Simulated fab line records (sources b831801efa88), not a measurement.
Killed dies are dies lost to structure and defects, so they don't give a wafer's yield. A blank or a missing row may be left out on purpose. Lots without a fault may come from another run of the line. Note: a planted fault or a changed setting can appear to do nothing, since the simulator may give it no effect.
Which tool did it? -- flow gf180mcu -- Sampling: 13 lots, 37 wafers, 5 of 602 route steps

WHAT THE GAUGES READ, wafer by wafer
GF_V5_THK_MEAS_03.
lot,measured,on,V5_CVD_02_THK (nm)
L584,day 26 02:46,film_metro-01,1418 1455 1465
L585,day 26 13:55,film_metro-01,1440 1477 1488
L586,day 26 23:49,film_metro-01,1463 1452 1469
L587,day 27 02:28,film_metro-03,1445 1464 1473
L588,day 27 12:27,film_metro-03,1463 1443 1486
L589,day 27 23:02,film_metro-02,1433 1447 1464
L590,day 28 06:12,film_metro-01,1444 1452 1471
L591,day 28 09:27,film_metro-03,1444 1468 1458
L597,day 30 14:38,film_metro-02,1445 1446 1470
L599,day 31 02:00,film_metro-02,1463 1459
L600,day 31 02:17,film_metro-03,1472 1479
L601,day 31 14:43,film_metro-03,1472 1468 1475
L604,day 32 08:49,film_metro-01,1467 1478 1483

GF_PASSIVATION_THK_MEAS_01.
lot,measured,on,PASSIVATION_CVD_00_THK (nm)
L584,day 27 23:05,film_metro-04,1008 1017 1015
L585,day 28 08:47,film_metro-02,992 1000 1016
L586,day 28 18:19,film_metro-03,1000 985 1013
L587,day 28 21:43,film_metro-02,985 997 1025
L588,day 29 07:01,film_metro-02,1010 1001 1022
L589,day 29 15:59,film_metro-04,995 993 1002
L590,day 29 23:08,film_metro-04,1015 1009 1030
L591,day 30 02:06,film_metro-04,989 1004 1010
L597,day 32 03:55,film_metro-03,1002 994 1161
L599,day 32 15:08,film_metro-03,1128 1143
L600,day 32 15:50,film_metro-03,1023 1149
L601,day 33 01:59,film_metro-04,1020 1014 1011
L604,day 33 19:02,film_metro-04,1006 1013 1013

EACH LOT AND THE TOOL THAT RAN IT (in order: tool; ch and the chambers of the sampled wafers; start)
lot,GF_MIM_SPUTTER_09,GF_V5_ETCH_16,GF_PASSIVATION_CVD_00
L584,"pvd_sputter-02, day 24 07:20","rie_diel-03 ch 0,3, day 26 23:38","pecvd-02 ch 1,2, day 27 23:00"
L585,"pvd_sputter-03, day 24 17:53","rie_diel-01 ch 1,2, day 27 10:25","pecvd-01 ch 0,1,2, day 28 08:41"
L586,"pvd_sputter-01, day 25 04:40","rie_diel-01 ch 1,3, day 27 20:32","pecvd-01 ch 0,2, day 28 18:14"
L587,"pvd_sputter-03, day 25 07:54","rie_diel-03 ch 1,2, day 27 23:16","pecvd-02 ch 0,1,2, day 28 21:39"
L588,"pvd_sputter-01, day 25 17:40","rie_diel-02 ch 0,3, day 28 08:49","pecvd-01 ch 0,1, day 29 06:57"
L589,"pvd_sputter-01, day 26 05:04","rie_diel-03 ch 0,1,3, day 28 18:49","pecvd-02 ch 1,2, day 29 15:54"
L590,"pvd_sputter-03, day 26 13:11","rie_diel-02 ch 0,2, day 29 02:10","pecvd-03 ch 0,1, day 29 23:04"
L591,"pvd_sputter-01, day 26 16:40","rie_diel-01 ch 1,2,3, day 29 04:43","pecvd-01 ch 0,1,2, day 30 02:00"
L597,"pvd_sputter-01, day 28 23:41","rie_diel-01 ch 1,2,3, day 31 08:34","pecvd-03 ch 0,1,2, day 32 03:50"
L599,"pvd_sputter-01, day 29 11:55","rie_diel-01 ch 1,2, day 31 19:29","pecvd-03 ch 0,1, day 32 15:03"
L600,"pvd_sputter-03, day 29 12:29","rie_diel-03 ch 0,3, day 31 20:07","pecvd-03 ch 0,2, day 32 15:46"
L601,"pvd_sputter-02, day 30 01:11","rie_diel-01 ch 0,1, day 32 08:01","pecvd-02 ch 0,1,2, day 33 01:55"
L604,"pvd_sputter-02, day 30 21:48","rie_diel-01 ch 1,2,3, day 33 01:22","pecvd-02 ch 0,1,2, day 33 18:56"
- GF_MIM_SPUTTER_09: material TiN, target thk 35 nm, time 29.2 s.
- GF_V5_ETCH_16: etches BARC in N2/H2.
- GF_PASSIVATION_CVD_00: deposits SiO2 from TEOS, target thk 1000 nm, time 111.95 s.

AS READ BY THE TOOLS THEMSELVES (means over the sampled wafers that have a number; for cases with no such wafer, the mark the record gives instead)
GF_MIM_SPUTTER_09.
lot,tool,throttle_valve_pct (%)
L584,pvd_sputter-02,29.7
L585,pvd_sputter-03,30.0
L586,pvd_sputter-01,30.0
L587,pvd_sputter-03,29.3
L588,pvd_sputter-01,29.5
L589,pvd_sputter-01,29.4
L590,pvd_sputter-03,29.5
L591,pvd_sputter-01,29.6
L597,pvd_sputter-01,30.7
L599,pvd_sputter-01,30.0
L600,pvd_sputter-03,29.8
L601,pvd_sputter-02,30.4
L604,pvd_sputter-02,29.4

GF_V5_ETCH_16.
lot,tool,drypump_motor_current_A (A),oes_product_au (a.u.),throttle_valve_pct (%)
L584,rie_diel-03,5.7,0.851,13.235
L585,rie_diel-01,5.6,0.854,13.218
L586,rie_diel-01,6.1,0.855,13.232
L587,rie_diel-03,6.0,0.855,13.233
L588,rie_diel-02,5.8,0.851,13.225
L589,rie_diel-03,5.7,0.852,13.229
L590,rie_diel-02,5.9,0.853,13.225
L591,rie_diel-01,5.9,0.849,13.218
L597,rie_diel-01,5.9,0.855,13.221
L599,rie_diel-01,5.7,0.852,13.216
L600,rie_diel-03,5.7,0.855,13.237
L601,rie_diel-01,5.7,0.854,13.222
L604,rie_diel-01,5.9,0.854,13.222

GF_PASSIVATION_CVD_00.
lot,tool,heater_power_w (W),run_length_s (s)
L584,pecvd-02,671,140.1
L585,pecvd-01,589,140.1
L586,pecvd-01,463,140.0
L587,pecvd-02,675,139.9
L588,pecvd-01,794,140.2
L589,pecvd-02,714,140.3
L590,pecvd-03,862,139.6
L591,pecvd-01,593,140.0
L597,pecvd-03,786,145.0
L599,pecvd-03,792,154.8
L600,pecvd-03,754,147.7
L601,pecvd-02,629,139.9
L604,pecvd-02,634,140.3

THE ANSWER, worked out from the rows above alone
Rule: usual is defined by the lots themselves. Put in order of their means at a reading, lots are off if they are a third of the lots or fewer, leave a main group of 4 or more, and stand apart from it by a gap of 3 or more times the standard deviation of the main group's means; of several such gaps the widest counts. A main group whose means are all the same, to the digits that the tables above print for the reading, isn't used. A lot without any number at a reading at which 4 lots or more have one is off too. The other lots that the step has rows for count as sound. After the gauges, taken in route order, come the tools' own readings; for these a lot's mean is taken, as printed above. At the first step where some lot is off, the reading lying furthest off is the one used; lots without a number count as furthest.
Off: L597, L599, L600, seen at GF_PASSIVATION_THK_MEAS_01 (PASSIVATION_CVD_00_THK). Mean 1007 nm and standard deviation 7 in the main group.
A tool fits if, at a process step before that reading, it ran every lot that is off, and no sound lot after the first of them. The gauges at GF_PASSIVATION_THK_MEAS_01 aren't tried: what is off there is off at GF_PASSIVATION_CVD_00 too, on other tools, and a gauge's error can't cause that. One fits: pecvd-03 at GF_PASSIVATION_CVD_00. Its last sound lot is L590 (day 29 23:04), its first lot that is off L597 (day 32 03:50): a fault that began between those two fits.
On the lots that are off, the tool's own readings at GF_PASSIVATION_CVD_00 differ by more than 5 times the standard deviation of the sound lots' means, which bears it out; run_length_s reads 149.2 s there versus 140.0 s on the sound lots.

WHAT HAD BEEN PUT IN BY THE SIMULATOR
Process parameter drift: pecvd-03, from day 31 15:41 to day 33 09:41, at GF_PASSIVATION_CVD_00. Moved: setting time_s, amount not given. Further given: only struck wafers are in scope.
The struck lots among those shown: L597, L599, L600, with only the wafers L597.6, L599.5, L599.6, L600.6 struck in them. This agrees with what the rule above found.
